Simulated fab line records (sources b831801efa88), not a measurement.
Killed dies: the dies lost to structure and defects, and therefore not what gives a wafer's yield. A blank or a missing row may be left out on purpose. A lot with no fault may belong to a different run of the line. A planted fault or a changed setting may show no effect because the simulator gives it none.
fab line records / flow sky130
record lots=7 wafers=21 last_day=50
route steps=708 shown VT_ADJUST_HVTR@137 VT_ADJUST_PCH@143
lots untouched by any fault: they come from a run of this same line in which no faults occurred
start_h: hours from the record's first day to the start of the lot's first wafer shown / wait_h: how many hours have passed since the lot's step before this one / " repeats the value in the row above / L1.1+2: several wafers, shown together as one row / - value missing, or start not given / * or withheld: withheld / < > ~ a bound
route shown NAME@n: NAME is a module with steps in the file, n the number in the route of the first one / usual: mean/standard deviation taken from wafers without a fault / same: alike in all rows / chamber/n: place in a boat / sites: per-site readings / _std_site: standard deviation across them / _edge_site: mean of outer sites minus mean of inner sites / radius_mm: for every site, how far away it sits from the centre of the wafer / mask NAME#n: copy n / behind: tool/chamber where the wafer was last shaped / hold: what put the lot on hold/how long, in hours/how the hold closed / device: the transistor (n, p or np) that didn't switch / end of line: the tests these same wafers got at the end of their route / step lacking rows: just its recipe / killed: at the first sort, the dies lost to defects and structure; wafer yield is something else / map: per-die view of a wafer (x killed, . not killed, _ where there is no die)
set.NAME: the setting that was run; set.NAME@STEP: the one run at that earlier step / model.NAME: the simulator's own value behind a step, which no gauge read
lots seen at some steps along the route; tables by step, rows by wafer
services: from which hour (start_h, from the record's first day; less than 0 if before it) a tool's chamber was out of use, for how many hours, and why
## steps
# step SKY_VT_ADJUST_HVTR_DEVELOP_06
# recipe develop_time_s=60 dev_temp_c=23
# step SKY_VT_ADJUST_HVTR_CD_MEAS_07
# recipe target_cd_nm=380
# usual cd_nm=380.0/2.1
lot.wafer=L947.1 tool=cd_sem-01 chamber=- start_h=223.12 wait_h=0.1 cd_nm=376.6
lot.wafer=L947.4 tool=cd_sem-01 chamber=- start_h=223.12 wait_h=0.1 cd_nm=377.7
lot.wafer=L947.6 tool=cd_sem-01 chamber=- start_h=223.12 wait_h=0.1 cd_nm=377.7
lot.wafer=L956.2 tool=cd_sem-02 chamber=- start_h=288.79 wait_h=0.1 cd_nm=381.6
lot.wafer=L956.3 tool=cd_sem-02 chamber=- start_h=288.79 wait_h=0.1 cd_nm=380.5
lot.wafer=L956.4 tool=cd_sem-02 chamber=- start_h=288.79 wait_h=0.1 cd_nm=382.2
lot.wafer=L957.1 tool=cd_sem-02 chamber=- start_h=300.29 wait_h=0.1 cd_nm=377.3
lot.wafer=L957.4 tool=cd_sem-02 chamber=- start_h=300.29 wait_h=0.1 cd_nm=378.8
lot.wafer=L957.6 tool=cd_sem-02 chamber=- start_h=300.29 wait_h=0.1 cd_nm=380.1
lot.wafer=L958.1 tool=cd_sem-02 chamber=- start_h=302.88 wait_h=0.1 cd_nm=378.4
lot.wafer=L958.3 tool=cd_sem-02 chamber=- start_h=302.88 wait_h=0.1 cd_nm=376.6
lot.wafer=L958.4 tool=cd_sem-02 chamber=- start_h=302.88 wait_h=0.1 cd_nm=377.1
lot.wafer=L962.1 tool=cd_sem-02 chamber=- start_h=359.42 wait_h=0.1 cd_nm=379.8
lot.wafer=L962.4 tool=cd_sem-02 chamber=- start_h=359.42 wait_h=0.1 cd_nm=379.7
lot.wafer=L962.5 tool=cd_sem-02 chamber=- start_h=359.42 wait_h=0.1 cd_nm=378.9
lot.wafer=L964.1 tool=cd_sem-02 chamber=- start_h=365.72 wait_h=0.1 cd_nm=382.1
lot.wafer=L964.4 tool=cd_sem-02 chamber=- start_h=365.72 wait_h=0.1 cd_nm=381.6
lot.wafer=L964.6 tool=cd_sem-02 chamber=- start_h=365.72 wait_h=0.1 cd_nm=383.1
lot.wafer=L966.1 tool=cd_sem-01 chamber=- start_h=372.77 wait_h=0.1 cd_nm=381.4
lot.wafer=L966.5 tool=cd_sem-01 chamber=- start_h=372.77 wait_h=0.1 cd_nm=381.7
lot.wafer=L966.6 tool=cd_sem-01 chamber=- start_h=372.77 wait_h=0.1 cd_nm=384.1
# step SKY_VT_ADJUST_HVTR_OVL_MEAS_08
# usual VT_ADJUST_HVTR_OVL=-0.7/1.2
lot.wafer=L947.1 tool=overlay-01 chamber=- start_h=223.24 wait_h=0.1 VT_ADJUST_HVTR_OVL[nm]=-0.6
lot.wafer=L947.4 tool=overlay-01 chamber=- start_h=223.24 wait_h=0.1 VT_ADJUST_HVTR_OVL[nm]=-1.5
lot.wafer=L947.6 tool=overlay-01 chamber=- start_h=223.24 wait_h=0.1 VT_ADJUST_HVTR_OVL[nm]=-2.1
lot.wafer=L956.2 tool=overlay-01 chamber=- start_h=288.89 wait_h=0.1 VT_ADJUST_HVTR_OVL[nm]=1.3
lot.wafer=L956.3 tool=overlay-01 chamber=- start_h=288.89 wait_h=0.1 VT_ADJUST_HVTR_OVL[nm]=-1.4
lot.wafer=L956.4 tool=overlay-01 chamber=- start_h=288.89 wait_h=0.1 VT_ADJUST_HVTR_OVL[nm]=2.0
lot.wafer=L957.1 tool=overlay-02 chamber=- start_h=300.41 wait_h=0.1 VT_ADJUST_HVTR_OVL[nm]=-1.1
lot.wafer=L957.4 tool=overlay-02 chamber=- start_h=300.41 wait_h=0.1 VT_ADJUST_HVTR_OVL[nm]=-1.8
lot.wafer=L957.6 tool=overlay-02 chamber=- start_h=300.41 wait_h=0.1 VT_ADJUST_HVTR_OVL[nm]=-2.4
lot.wafer=L958.1 tool=overlay-01 chamber=- start_h=303.00 wait_h=0.1 VT_ADJUST_HVTR_OVL[nm]=-3.4
lot.wafer=L958.3 tool=overlay-01 chamber=- start_h=303.00 wait_h=0.1 VT_ADJUST_HVTR_OVL[nm]=-2.3
lot.wafer=L958.4 tool=overlay-01 chamber=- start_h=303.00 wait_h=0.1 VT_ADJUST_HVTR_OVL[nm]=-2.4
lot.wafer=L962.1 tool=overlay-01 chamber=- start_h=359.54 wait_h=0.1 VT_ADJUST_HVTR_OVL[nm]=0.6
lot.wafer=L962.4 tool=overlay-01 chamber=- start_h=359.54 wait_h=0.1 VT_ADJUST_HVTR_OVL[nm]=0.2
lot.wafer=L962.5 tool=overlay-01 chamber=- start_h=359.54 wait_h=0.1 VT_ADJUST_HVTR_OVL[nm]=1.6
lot.wafer=L964.1 tool=overlay-02 chamber=- start_h=365.84 wait_h=0.1 VT_ADJUST_HVTR_OVL[nm]=-0.8
lot.wafer=L964.4 tool=overlay-02 chamber=- start_h=365.84 wait_h=0.1 VT_ADJUST_HVTR_OVL[nm]=-1.5
lot.wafer=L964.6 tool=overlay-02 chamber=- start_h=365.84 wait_h=0.1 VT_ADJUST_HVTR_OVL[nm]=-0.8
lot.wafer=L966.1 tool=overlay-01 chamber=- start_h=372.89 wait_h=0.1 VT_ADJUST_HVTR_OVL[nm]=-1.7
lot.wafer=L966.5 tool=overlay-01 chamber=- start_h=372.89 wait_h=0.1 VT_ADJUST_HVTR_OVL[nm]=-0.4
lot.wafer=L966.6 tool=overlay-01 chamber=- start_h=372.89 wait_h=0.1 VT_ADJUST_HVTR_OVL[nm]=-0.5
# step SKY_VT_ADJUST_HVTR_IMPLANT_09
# recipe species=B energy_kev=10 dose_cm2=2.1e+12 tilt_deg=withheld
# step SKY_VT_ADJUST_HVTR_STRIP_10
# recipe chemistry=O2/N2 power_w=1400 pressure_mtorr=1500 platen_temp_c=withheld o2_flow_sccm=3000 n2_flow_sccm=300 overash_fraction=0.5
# usual drypump_motor_current_A=5.7/0.41 oes_product_au=0.716/0.0049 strip_time_to_endpoint_s=14.18/0.039
lot.wafer=L947.1 tool=plasma_asher-03 chamber=0 start_h=223.42 wait_h=0.1 drypump_motor_current_A=5.3 oes_product_au=0.716 rf_hours_counter_h=58 strip_time_to_endpoint_s=14.19
lot.wafer=L947.4 tool=plasma_asher-03 chamber=0 start_h=223.42 wait_h=0.1 drypump_motor_current_A=5.3 oes_product_au=0.721 rf_hours_counter_h=- strip_time_to_endpoint_s=14.17
lot.wafer=L947.6 tool=plasma_asher-03 chamber=0 start_h=223.42 wait_h=0.1 drypump_motor_current_A=5.3 oes_product_au=0.710 rf_hours_counter_h=- strip_time_to_endpoint_s=14.12
lot.wafer=L956.2 tool=plasma_asher-02 chamber=0 start_h=289.07 wait_h=0.1 drypump_motor_current_A=5.3 oes_product_au=0.708 rf_hours_counter_h=12 strip_time_to_endpoint_s=14.16
lot.wafer=L956.3 tool=plasma_asher-02 chamber=1 start_h=289.07 wait_h=0.1 drypump_motor_current_A=5.6 oes_product_au=0.710 rf_hours_counter_h=- strip_time_to_endpoint_s=14.20
lot.wafer=L956.4 tool=plasma_asher-02 chamber=0 start_h=289.07 wait_h=0.1 drypump_motor_current_A=5.3 oes_product_au=0.719 rf_hours_counter_h=- strip_time_to_endpoint_s=14.18
lot.wafer=L957.1 tool=plasma_asher-02 chamber=0 start_h=300.59 wait_h=0.1 drypump_motor_current_A=5.2 oes_product_au=0.719 rf_hours_counter_h=13 strip_time_to_endpoint_s=14.18
lot.wafer=L957.4 tool=plasma_asher-02 chamber=1 start_h=300.59 wait_h=0.1 drypump_motor_current_A=5.6 oes_product_au=0.720 rf_hours_counter_h=- strip_time_to_endpoint_s=14.25
lot.wafer=L957.6 tool=plasma_asher-02 chamber=1 start_h=300.59 wait_h=0.1 drypump_motor_current_A=5.6 oes_product_au=0.719 rf_hours_counter_h=- strip_time_to_endpoint_s=14.18
lot.wafer=L958.1 tool=plasma_asher-02 chamber=1 start_h=303.19 wait_h=0.1 drypump_motor_current_A=5.6 oes_product_au=0.723 rf_hours_counter_h=13 strip_time_to_endpoint_s=14.21
lot.wafer=L958.3 tool=plasma_asher-02 chamber=1 start_h=303.19 wait_h=0.1 drypump_motor_current_A=5.6 oes_product_au=0.709 rf_hours_counter_h=- strip_time_to_endpoint_s=14.23
lot.wafer=L958.4 tool=plasma_asher-02 chamber=0 start_h=303.19 wait_h=0.1 drypump_motor_current_A=5.3 oes_product_au=0.711 rf_hours_counter_h=- strip_time_to_endpoint_s=14.24
lot.wafer=L962.1 tool=plasma_asher-02 chamber=1 start_h=359.72 wait_h=0.1 drypump_motor_current_A=5.6 oes_product_au=0.715 rf_hours_counter_h=19 strip_time_to_endpoint_s=14.17
lot.wafer=L962.4 tool=plasma_asher-02 chamber=0 start_h=359.72 wait_h=0.1 drypump_motor_current_A=5.3 oes_product_au=0.723 rf_hours_counter_h=- strip_time_to_endpoint_s=14.17
lot.wafer=L962.5 tool=plasma_asher-02 chamber=0 start_h=359.72 wait_h=0.1 drypump_motor_current_A=5.3 oes_product_au=0.717 rf_hours_counter_h=- strip_time_to_endpoint_s=14.14
lot.wafer=L964.1 tool=plasma_asher-03 chamber=0 start_h=366.02 wait_h=0.1 drypump_motor_current_A=5.3 oes_product_au=0.719 rf_hours_counter_h=72 strip_time_to_endpoint_s=14.16
lot.wafer=L964.4 tool=plasma_asher-03 chamber=1 start_h=366.02 wait_h=0.1 drypump_motor_current_A=5.8 oes_product_au=0.713 rf_hours_counter_h=- strip_time_to_endpoint_s=14.18
lot.wafer=L964.6 tool=plasma_asher-03 chamber=1 start_h=366.02 wait_h=0.1 drypump_motor_current_A=5.8 oes_product_au=0.718 rf_hours_counter_h=- strip_time_to_endpoint_s=14.20
lot.wafer=L966.1 tool=plasma_asher-02 chamber=1 start_h=373.07 wait_h=0.1 drypump_motor_current_A=5.6 oes_product_au=0.714 rf_hours_counter_h=21 strip_time_to_endpoint_s=14.18
lot.wafer=L966.5 tool=plasma_asher-02 chamber=0 start_h=373.07 wait_h=0.1 drypump_motor_current_A=5.2 oes_product_au=0.719 rf_hours_counter_h=- strip_time_to_endpoint_s=14.19
lot.wafer=L966.6 tool=plasma_asher-02 chamber=1 start_h=373.07 wait_h=0.1 drypump_motor_current_A=5.6 oes_product_au=0.716 rf_hours_counter_h=- strip_time_to_endpoint_s=14.19
# step SKY_VT_ADJUST_HVTR_TW_MEAS_11
# usual VT_ADJUST_HVTR_TW=211.0/1.2
lot.wafer=L947.1 tool=film_metro-01 chamber=- start_h=223.52 wait_h=0.1 VT_ADJUST_HVTR_TW=210.8
lot.wafer=L947.4 tool=film_metro-01 chamber=- start_h=223.52 wait_h=0.1 VT_ADJUST_HVTR_TW=211.1
lot.wafer=L947.6 tool=film_metro-01 chamber=- start_h=223.52 wait_h=0.1 VT_ADJUST_HVTR_TW=211.3
lot.wafer=L956.2 tool=film_metro-03 chamber=- start_h=289.18 wait_h=0.1 VT_ADJUST_HVTR_TW=213.8
lot.wafer=L956.3 tool=film_metro-03 chamber=- start_h=289.18 wait_h=0.1 VT_ADJUST_HVTR_TW=212.2
lot.wafer=L956.4 tool=film_metro-03 chamber=- start_h=289.18 wait_h=0.1 VT_ADJUST_HVTR_TW=212.7
lot.wafer=L957.1 tool=film_metro-03 chamber=- start_h=300.69 wait_h=0.1 VT_ADJUST_HVTR_TW=213.0
lot.wafer=L957.4 tool=film_metro-03 chamber=- start_h=300.69 wait_h=0.1 VT_ADJUST_HVTR_TW=212.7
lot.wafer=L957.6 tool=film_metro-03 chamber=- start_h=300.69 wait_h=0.1 VT_ADJUST_HVTR_TW=213.0
lot.wafer=L958.1 tool=film_metro-03 chamber=- start_h=303.29 wait_h=0.1 VT_ADJUST_HVTR_TW=212.5
lot.wafer=L958.3 tool=film_metro-03 chamber=- start_h=303.29 wait_h=0.1 VT_ADJUST_HVTR_TW=211.3
lot.wafer=L958.4 tool=film_metro-03 chamber=- start_h=303.29 wait_h=0.1 VT_ADJUST_HVTR_TW=211.8
lot.wafer=L962.1 tool=film_metro-01 chamber=- start_h=359.82 wait_h=0.1 VT_ADJUST_HVTR_TW=211.5
lot.wafer=L962.4 tool=film_metro-01 chamber=- start_h=359.82 wait_h=0.1 VT_ADJUST_HVTR_TW=211.8
lot.wafer=L962.5 tool=film_metro-01 chamber=- start_h=359.82 wait_h=0.1 VT_ADJUST_HVTR_TW=212.3
lot.wafer=L964.1 tool=film_metro-04 chamber=- start_h=366.12 wait_h=0.1 VT_ADJUST_HVTR_TW=210.2
lot.wafer=L964.4 tool=film_metro-04 chamber=- start_h=366.12 wait_h=0.1 VT_ADJUST_HVTR_TW=209.1
lot.wafer=L964.6 tool=film_metro-04 chamber=- start_h=366.12 wait_h=0.1 VT_ADJUST_HVTR_TW=210.6
lot.wafer=L966.1 tool=film_metro-01 chamber=- start_h=373.17 wait_h=0.1 VT_ADJUST_HVTR_TW=211.4
lot.wafer=L966.5 tool=film_metro-01 chamber=- start_h=373.17 wait_h=0.1 VT_ADJUST_HVTR_TW=210.6
lot.wafer=L966.6 tool=film_metro-01 chamber=- start_h=373.17 wait_h=0.1 VT_ADJUST_HVTR_TW=212.0
# step SKY_VT_ADJUST_PCH_DEHYDRATE_00
# recipe temp_c=200 time_s=60
# step SKY_VT_ADJUST_PCH_HMDS_01
# recipe prime_time_s=60 prime_temp_c=120
# step SKY_VT_ADJUST_PCH_COAT_02
# recipe spin_rpm=2000 resist_thk_nm=3000
# step SKY_VT_ADJUST_PCH_SOFTBAKE_03
# recipe temp_c=110 time_s=withheld
# step SKY_VT_ADJUST_PCH_EXPOSE_04
# recipe mask_id=NWM na=0.6 source_shape=conventional sigma_outer=0.6 polarization=unpolarized target_cd_nm=840 dose_mj=255
# step SKY_VT_ADJUST_PCH_PEB_05
# recipe temp_c=115 time_s=withheld
# step SKY_VT_ADJUST_PCH_DEVELOP_06
# recipe wall_angle_deg=90 developer=TMAH develop_time_s=60 dev_temp_c=23
# usual chill_plate_temp_C=22.98/0.1 develop_time_s=60/0
lot.wafer=L947.1 tool=litho_track-04 chamber=0 start_h=246 wait_h=- chill_plate_temp_C=22.92 develop_time_s=60
lot.wafer=L947.4 tool=litho_track-04 chamber=0 start_h=246 wait_h=- chill_plate_temp_C=23.09 develop_time_s=60
lot.wafer=L947.6 tool=litho_track-04 chamber=0 start_h=246 wait_h=- chill_plate_temp_C=22.99 develop_time_s=60
lot.wafer=L956.2 tool=litho_track-04 chamber=- start_h=315 wait_h=- chill_plate_temp_C=- develop_time_s=-
lot.wafer=L956.3 tool=litho_track-04 chamber=- start_h=315 wait_h=- chill_plate_temp_C=- develop_time_s=-
lot.wafer=L956.4 tool=litho_track-04 chamber=- start_h=315 wait_h=- chill_plate_temp_C=- develop_time_s=-
lot.wafer=L957.1 tool=litho_track-01 chamber=- start_h=327 wait_h=- chill_plate_temp_C=- develop_time_s=-
lot.wafer=L957.4 tool=litho_track-01 chamber=- start_h=327 wait_h=- chill_plate_temp_C=- develop_time_s=-
lot.wafer=L957.6 tool=litho_track-01 chamber=- start_h=327 wait_h=- chill_plate_temp_C=- develop_time_s=-
lot.wafer=L958.1 tool=litho_track-01 chamber=- start_h=329 wait_h=- chill_plate_temp_C=- develop_time_s=-
lot.wafer=L958.3 tool=litho_track-01 chamber=- start_h=329 wait_h=- chill_plate_temp_C=- develop_time_s=-
lot.wafer=L958.4 tool=litho_track-01 chamber=- start_h=329 wait_h=- chill_plate_temp_C=- develop_time_s=-
lot.wafer=L962.1 tool=litho_track-01 chamber=0 start_h=388 wait_h=- chill_plate_temp_C=22.98 develop_time_s=60
lot.wafer=L962.4 tool=litho_track-01 chamber=0 start_h=388 wait_h=- chill_plate_temp_C=22.89 develop_time_s=60
lot.wafer=L962.5 tool=litho_track-01 chamber=0 start_h=388 wait_h=- chill_plate_temp_C=22.96 develop_time_s=60
lot.wafer=L964.1 tool=litho_track-03 chamber=0 start_h=393 wait_h=- chill_plate_temp_C=22.82 develop_time_s=60
lot.wafer=L964.4 tool=litho_track-03 chamber=0 start_h=393 wait_h=- chill_plate_temp_C=22.87 develop_time_s=60
lot.wafer=L964.6 tool=litho_track-03 chamber=0 start_h=394 wait_h=- chill_plate_temp_C=22.86 develop_time_s=60
lot.wafer=L966.1 tool=litho_track-03 chamber=0 start_h=402 wait_h=- chill_plate_temp_C=22.99 develop_time_s=60
lot.wafer=L966.5 tool=litho_track-03 chamber=0 start_h=403 wait_h=- chill_plate_temp_C=23.08 develop_time_s=60
lot.wafer=L966.6 tool=litho_track-03 chamber=0 start_h=403 wait_h=- chill_plate_temp_C=22.98 develop_time_s=60
# step SKY_VT_ADJUST_PCH_OVL_MEAS_07
# usual VT_ADJUST_PCH_OVL=-0.1/1.6
lot.wafer=L947.1 tool=overlay-01 chamber=- start_h=246.19 wait_h=- VT_ADJUST_PCH_OVL[nm]=-2.9
lot.wafer=L947.4 tool=overlay-01 chamber=- start_h=246.19 wait_h=- VT_ADJUST_PCH_OVL[nm]=-0.5
lot.wafer=L947.6 tool=overlay-01 chamber=- start_h=246.19 wait_h=- VT_ADJUST_PCH_OVL[nm]=-2.6
lot.wafer=L956.2 tool=overlay-02 chamber=- start_h=315.50 wait_h=- VT_ADJUST_PCH_OVL[nm]=-
lot.wafer=L956.3 tool=overlay-02 chamber=- start_h=315.50 wait_h=- VT_ADJUST_PCH_OVL[nm]=-
lot.wafer=L956.4 tool=overlay-02 chamber=- start_h=315.50 wait_h=- VT_ADJUST_PCH_OVL[nm]=-
lot.wafer=L957.1 tool=overlay-02 chamber=- start_h=327.68 wait_h=- VT_ADJUST_PCH_OVL[nm]=-
lot.wafer=L957.4 tool=overlay-02 chamber=- start_h=327.68 wait_h=- VT_ADJUST_PCH_OVL[nm]=-
lot.wafer=L957.6 tool=overlay-02 chamber=- start_h=327.68 wait_h=- VT_ADJUST_PCH_OVL[nm]=-
lot.wafer=L958.1 tool=overlay-02 chamber=- start_h=329.78 wait_h=- VT_ADJUST_PCH_OVL[nm]=-
lot.wafer=L958.3 tool=overlay-02 chamber=- start_h=329.78 wait_h=- VT_ADJUST_PCH_OVL[nm]=-
lot.wafer=L958.4 tool=overlay-02 chamber=- start_h=329.78 wait_h=- VT_ADJUST_PCH_OVL[nm]=-
lot.wafer=L962.1 tool=overlay-02 chamber=- start_h=388.88 wait_h=- VT_ADJUST_PCH_OVL[nm]=-2.4
lot.wafer=L962.4 tool=overlay-02 chamber=- start_h=388.88 wait_h=- VT_ADJUST_PCH_OVL[nm]=-1.6
lot.wafer=L962.5 tool=overlay-02 chamber=- start_h=388.88 wait_h=- VT_ADJUST_PCH_OVL[nm]=-3.6
lot.wafer=L964.1 tool=overlay-01 chamber=- start_h=394.07 wait_h=- VT_ADJUST_PCH_OVL[nm]=-1.0
lot.wafer=L964.4 tool=overlay-01 chamber=- start_h=394.07 wait_h=- VT_ADJUST_PCH_OVL[nm]=-0.8
lot.wafer=L964.6 tool=overlay-01 chamber=- start_h=394.07 wait_h=- VT_ADJUST_PCH_OVL[nm]=0.5
lot.wafer=L966.1 tool=overlay-01 chamber=- start_h=403.07 wait_h=- VT_ADJUST_PCH_OVL[nm]=1.1
lot.wafer=L966.5 tool=overlay-01 chamber=- start_h=403.07 wait_h=- VT_ADJUST_PCH_OVL[nm]=1.6
lot.wafer=L966.6 tool=overlay-01 chamber=- start_h=403.07 wait_h=- VT_ADJUST_PCH_OVL[nm]=-0.5
## services
tool=plasma_asher-02 chamber=- start_h=274.06 hours=2.7 kind=repair
tool=litho_track-01 chamber=- start_h=287.67 hours=- kind=consumable_replace:filter
tool=plasma_asher-02 chamber=- start_h=396.26 hours=3.2 kind=repair
tool=plasma_asher-02 chamber=- start_h=398.78 hours=2.9 kind=repair
## key
first_sign step=SKY_VT_ADJUST_PCH_DEVELOP_06 reading=tool_record direction=missing
effect none on later readings
met_at SKY_VT_ADJUST_PCH_DEVELOP_06
struck_wafers L956.2,L956.3,L956.4,L957.1,L957.4,L957.6,L958.1,L958.3,L958.4
sort_left_out L956.2,L956.3,L956.4,L957.1,L957.4,L957.6,L958.1,L958.3,L958.4
tester_left_out L956,L957,L958
onset_between 246 315
fault kind=skipped_step_whole tool=litho_track-01,litho_track-04 chamber=- onset_h=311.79 steps=SKY_VT_ADJUST_PCH_DEVELOP_06 scope=struck_lots_only
# tester_left_out: of these lots the tester's yield and bins aren't shown, on N5 and GAA mostly nor the transistor test; their killed dies are dies lost to structure and defects alone, not to doping, threshold or leakage, so they don't give the yield
# sort_left_out: the simulated sort isn't trusted on such a fault, so these wafers' sort isn't shown, and their yield isn't known
